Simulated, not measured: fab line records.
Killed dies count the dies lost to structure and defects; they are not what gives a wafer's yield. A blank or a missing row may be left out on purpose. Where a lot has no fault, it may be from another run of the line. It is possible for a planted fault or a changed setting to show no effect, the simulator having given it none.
Matching of chambers | flow gf180mcu | 4 sister chambers for GF_V1_CMP_26 on cmp-01
The step polishes, stops on SiO2, t overpolish 15.68 s, target thk 0 nm. 8 wafers are shown with their chamber, then 9 later ones without.

== WAFERS, EACH WITH ITS CHAMBER ==
wafer  | chamber | motor current A (A) | time to endpoint s (s)
L935.5 | 0       | 12.8                | 83
L936.2 | 0       | 12.1                | 77
L936.5 | 3       | 11.3                | 81
L937.2 | 3       | 10.6                | 80
L937.5 | 1       | 10.4                | 82
L938.2 | 2       | 10.7                | 86
L938.5 | 1       | 10.9                | 83
L938.6 | 2       | 10.6                | 86

== WAFERS WHOSE CHAMBER IS MISSING ==
wafer  | motor current A (A) | time to endpoint s (s)
L944.3 | 12.8                | 88
L944.5 | 10.3                | 92
L944.6 | 11.7                | 87
L946.2 | 9.9                 | 88
L946.3 | 13.0                | 87
L946.4 | 11.1                | 85
L945.1 | 12.2                | 86
L945.3 | 10.1                | 92
L945.6 | 11.3                | 91

== CHAMBER TAKEN BY EACH ==
wafer  | from the rows above               | in truth
L944.3 | can't be placed: 0 or 2           | 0
L944.5 | can't be placed: 2 or 1           | 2
L944.6 | can't be placed: 2 or 1 or 3 or 0 | 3
L946.2 | can't be placed: 2 or 1           | 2
L946.3 | 0                                 | 0
L946.4 | can't be placed: 2 or 1 or 3      | 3
L945.1 | can't be placed: 0 or 2 or 3 or 1 | 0
L945.3 | can't be placed: 2 or 1           | 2
L945.6 | can't be placed: 2 or 1           | 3
1 of 9 placed correctly. From these rows, 8 cannot be placed; in 7 the true chamber is one of the candidates. Number placed wrongly: 0.
How it was worked out, from the rows above alone: a wafer's distance from a chamber is the root of the sum, over the readings, of the square of ((its reading less the chamber's mean) divided by the reading's scatter). If the next closest chamber is less than 2 further off than the closest, the wafer can't be placed; otherwise it belongs to the closest. Each chamber's mean is taken over the wafers shown for it. The scatter: take each reading less its chamber's mean, square it, sum over the shown wafers, divide by the number of wafers less the number of chambers, and take the root.
